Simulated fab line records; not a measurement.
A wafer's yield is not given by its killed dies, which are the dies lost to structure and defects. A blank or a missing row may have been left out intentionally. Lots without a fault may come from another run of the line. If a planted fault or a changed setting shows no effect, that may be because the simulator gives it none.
The tool behind it: which one? :: flow sky130 :: Sampling: 13 lots, 37 wafers, 5 of 708 route steps

== WHAT THE GAUGES SHOWED, per wafer ==
SKY_METAL4_CD_MEAS_13: target cd 300 nm. Usual: cd-nm at 299.6 nm, with a standard deviation of 1.2.
lot: L209
measured: day 42 20:08
on: cd-sem-01
cd-nm (nm): 298.5 299.1 298.7
flag: 

lot: L210
measured: day 43 08:50
on: cd-sem-01
cd-nm (nm): 298.8 297.5 298.7
flag: 

lot: L212
measured: day 43 22:43
on: cd-sem-02
cd-nm (nm): 299.4 299.8 300.5
flag: 

lot: L217
measured: day 44 20:52
on: cd-sem-02
cd-nm (nm): 287.8 299.0
flag: OFF

lot: L219
measured: day 45 12:10
on: cd-sem-01
cd-nm (nm): 287.3 299.8 299.2
flag: OFF

lot: L220
measured: day 45 19:53
on: cd-sem-01
cd-nm (nm): 285.9 297.5
flag: OFF

lot: L221
measured: day 46 00:26
on: cd-sem-02
cd-nm (nm): 301.9 300.9 302.7
flag: 

lot: L222
measured: day 46 08:52
on: cd-sem-02
cd-nm (nm): 299.2 301.0 300.9
flag: 

lot: L225
measured: day 46 22:43
on: cd-sem-01
cd-nm (nm): 299.8 299.1 298.9
flag: 

lot: L226
measured: day 47 09:26
on: cd-sem-02
cd-nm (nm): 297.8 298.4 298.7
flag: 

lot: L228
measured: day 47 21:48
on: cd-sem-02
cd-nm (nm): 298.6 298.5 298.8
flag: 

lot: L229
measured: day 47 23:01
on: cd-sem-02
cd-nm (nm): 299.0 298.3 298.9
flag: 

lot: L232
measured: day 48 09:53
on: cd-sem-02
cd-nm (nm): 297.9 298.5 297.7
flag: 

SKY_METAL4_OVL_MEAS_14. Usual: METAL4_OVL 2 nm, standard deviation 4.6.
lot: L209
measured: day 42 20:14
on: overlay-01
METAL4_OVL (nm): 4 8 -3
flag: 

lot: L210
measured: day 43 08:58
on: overlay-02
METAL4_OVL (nm): 7 1 4
flag: 

lot: L212
measured: day 43 22:50
on: overlay-01
METAL4_OVL (nm): 0 1 -4
flag: 

lot: L217
measured: day 44 20:58
on: overlay-01
METAL4_OVL (nm): 6 -4
flag: 

lot: L219
measured: day 45 12:16
on: overlay-02
METAL4_OVL (nm): -7 2 4
flag: 

lot: L220
measured: day 45 19:59
on: overlay-01
METAL4_OVL (nm): 4 7
flag: 

lot: L221
measured: day 46 00:34
on: overlay-02
METAL4_OVL (nm): 4 5 0
flag: 

lot: L222
measured: day 46 08:59
on: overlay-01
METAL4_OVL (nm): 3 4 -3
flag: 

lot: L225
measured: day 46 22:49
on: overlay-01
METAL4_OVL (nm): -4 -5 1
flag: 

lot: L226
measured: day 47 09:31
on: overlay-01
METAL4_OVL (nm): -3 -1 -1
flag: 

lot: L228
measured: day 47 21:52
on: overlay-01
METAL4_OVL (nm): 2 -2 -5
flag: 

lot: L229
measured: day 47 23:06
on: overlay-01
METAL4_OVL (nm): 3 5 -1
flag: 

lot: L232
measured: day 48 09:59
on: overlay-01
METAL4_OVL (nm): 6 5 5
flag: 

== WHAT TOOL EACH LOT RAN ON (gives the tool, then ch and the chambers of the sampled wafers, and finally the start) ==
lot: L209
SKY_VIA3_ETCH_15: rie-diel-01 ch 0,1,2, day 40 16:34
SKY_VIA3_SPUTTER_20: pvd-sputter-02, day 40 17:16
SKY_METAL4_EXPOSE_10: krf-scanner-01 ch 0, day 42 08:19

lot: L210
SKY_VIA3_ETCH_15: rie-diel-02 ch 1,3, day 41 05:22
SKY_VIA3_SPUTTER_20: pvd-sputter-03, day 41 06:02
SKY_METAL4_EXPOSE_10: krf-scanner-02 ch 0, day 42 21:02

lot: L212
SKY_VIA3_ETCH_15: rie-diel-02 ch 1,2,3, day 41 20:38
SKY_VIA3_SPUTTER_20: pvd-sputter-02, day 41 21:18
SKY_METAL4_EXPOSE_10: krf-scanner-01 ch 0, day 43 11:22

lot: L217
SKY_VIA3_ETCH_15: rie-diel-01 ch 2,3, day 42 19:59
SKY_VIA3_SPUTTER_20: pvd-sputter-03, day 42 20:38
SKY_METAL4_EXPOSE_10: krf-scanner-01 ch 0, day 44 09:55

lot: L219
SKY_VIA3_ETCH_15: rie-diel-03 ch 0,1, day 43 11:55
SKY_VIA3_SPUTTER_20: pvd-sputter-02, day 43 12:34
SKY_METAL4_EXPOSE_10: krf-scanner-01 ch 0, day 45 01:02

lot: L220
SKY_VIA3_ETCH_15: rie-diel-01 ch 0,3, day 43 20:32
SKY_VIA3_SPUTTER_20: pvd-sputter-01, day 43 21:13
SKY_METAL4_EXPOSE_10: krf-scanner-01 ch 0, day 45 09:19

lot: L221
SKY_VIA3_ETCH_15: rie-diel-02 ch 1,2,3, day 44 01:35
SKY_VIA3_SPUTTER_20: pvd-sputter-03, day 44 02:14
SKY_METAL4_EXPOSE_10: krf-scanner-02 ch 0, day 45 14:14

lot: L222
SKY_VIA3_ETCH_15: rie-diel-03 ch 0,2,3, day 44 11:17
SKY_VIA3_SPUTTER_20: pvd-sputter-03, day 44 11:56
SKY_METAL4_EXPOSE_10: krf-scanner-02 ch 0, day 45 22:16

lot: L225
SKY_VIA3_ETCH_15: rie-diel-02 ch 0,2,3, day 45 01:26
SKY_VIA3_SPUTTER_20: pvd-sputter-01, day 45 02:05
SKY_METAL4_EXPOSE_10: krf-scanner-02 ch 0, day 46 13:02

lot: L226
SKY_VIA3_ETCH_15: rie-diel-01 ch 1,2, day 45 12:01
SKY_VIA3_SPUTTER_20: pvd-sputter-01, day 45 12:40
SKY_METAL4_EXPOSE_10: krf-scanner-02 ch 0, day 46 22:48

lot: L228
SKY_VIA3_ETCH_15: rie-diel-02 ch 0,3, day 46 00:50
SKY_VIA3_SPUTTER_20: pvd-sputter-01, day 46 01:29
SKY_METAL4_EXPOSE_10: krf-scanner-02 ch 0, day 47 11:54

lot: L229
SKY_VIA3_ETCH_15: rie-diel-02 ch 0,1,2, day 46 02:47
SKY_VIA3_SPUTTER_20: pvd-sputter-02, day 46 03:26
SKY_METAL4_EXPOSE_10: krf-scanner-02 ch 0, day 47 12:51

lot: L232
SKY_VIA3_ETCH_15: rie-diel-03 ch 1,2,3, day 46 14:05
SKY_VIA3_SPUTTER_20: pvd-sputter-03, day 46 14:45
SKY_METAL4_EXPOSE_10: krf-scanner-01 ch 0, day 47 23:52
- SKY_VIA3_ETCH_15: etches SiO2 in C4F8/O2/Ar, stops on TiN, target depth 507 nm, time 78 s.
- SKY_VIA3_SPUTTER_20: material TiN, target thk 20 nm, time 80 s.
- SKY_METAL4_EXPOSE_10: exposes mask MM4, target cd 300 nm.

== WHAT THE TOOLS THEMSELVES READ (means of the sampled wafers that have a number; where no wafer has one, the mark that the record gives instead) ==
SKY_VIA3_ETCH_15. Usual: oes-product-au at 0.945 a.u., with a standard deviation of 0.0046.
lot: L209
tool: rie-diel-01
oes-product-au (a.u.): 0.947
flag: 

lot: L210
tool: rie-diel-02
oes-product-au (a.u.): 0.946
flag: 

lot: L212
tool: rie-diel-02
oes-product-au (a.u.): 0.948
flag: 

lot: L217
tool: rie-diel-01
oes-product-au (a.u.): 0.944
flag: 

lot: L219
tool: rie-diel-03
oes-product-au (a.u.): 0.949
flag: 

lot: L220
tool: rie-diel-01
oes-product-au (a.u.): 0.952
flag: 

lot: L221
tool: rie-diel-02
oes-product-au (a.u.): 0.951
flag: 

lot: L222
tool: rie-diel-03
oes-product-au (a.u.): 0.940
flag: 

lot: L225
tool: rie-diel-02
oes-product-au (a.u.): 0.944
flag: 

lot: L226
tool: rie-diel-01
oes-product-au (a.u.): 0.945
flag: 

lot: L228
tool: rie-diel-02
oes-product-au (a.u.): 0.942
flag: 

lot: L229
tool: rie-diel-02
oes-product-au (a.u.): 0.944
flag: 

lot: L232
tool: rie-diel-03
oes-product-au (a.u.): 0.946
flag: 

SKY_VIA3_SPUTTER_20. Usual: throttle-valve-pct at 30.0 %, with a standard deviation of 1.1.
lot: L209
tool: pvd-sputter-02
throttle-valve-pct (%): 29.9
flag: 

lot: L210
tool: pvd-sputter-03
throttle-valve-pct (%): 29.4
flag: 

lot: L212
tool: pvd-sputter-02
throttle-valve-pct (%): 30.3
flag: 

lot: L217
tool: pvd-sputter-03
throttle-valve-pct (%): 29.2
flag: 

lot: L219
tool: pvd-sputter-02
throttle-valve-pct (%): 29.0
flag: 

lot: L220
tool: pvd-sputter-01
throttle-valve-pct (%): 31.4
flag: 

lot: L221
tool: pvd-sputter-03
throttle-valve-pct (%): 29.7
flag: 

lot: L222
tool: pvd-sputter-03
throttle-valve-pct (%): 29.5
flag: 

lot: L225
tool: pvd-sputter-01
throttle-valve-pct (%): 31.4
flag: 

lot: L226
tool: pvd-sputter-01
throttle-valve-pct (%): 31.6
flag: 

lot: L228
tool: pvd-sputter-01
throttle-valve-pct (%): 31.8
flag: 

lot: L229
tool: pvd-sputter-02
throttle-valve-pct (%): 29.2
flag: 

lot: L232
tool: pvd-sputter-03
throttle-valve-pct (%): 29.8
flag: 

== THE ANSWER, worked out from the rows above alone ==
Rule: take the mean of a lot's wafers that have a number; if it is more than 3 standard deviations from the usual mean, the lot is off. A lot without any number at a reading at which 4 lots or more have one is off too. All remaining lots with rows at the step are treated as sound. First the gauges in route order, then the tools' own readings, where a lot's mean is used as printed above. At the first step where some lot is off, the reading lying furthest off is the one used; lots without a number count as furthest.
Off, at SKY_METAL4_CD_MEAS_13 on cd-nm: L217, L219, L220.
A tool fits if, at a process step before that reading, it ran every lot that is off, and no sound lot after the first of them. The gauges at SKY_METAL4_CD_MEAS_13 are tried like those tools. No candidate that was tried fits.

== WHAT HAD BEEN PUT IN BY THE SIMULATOR ==
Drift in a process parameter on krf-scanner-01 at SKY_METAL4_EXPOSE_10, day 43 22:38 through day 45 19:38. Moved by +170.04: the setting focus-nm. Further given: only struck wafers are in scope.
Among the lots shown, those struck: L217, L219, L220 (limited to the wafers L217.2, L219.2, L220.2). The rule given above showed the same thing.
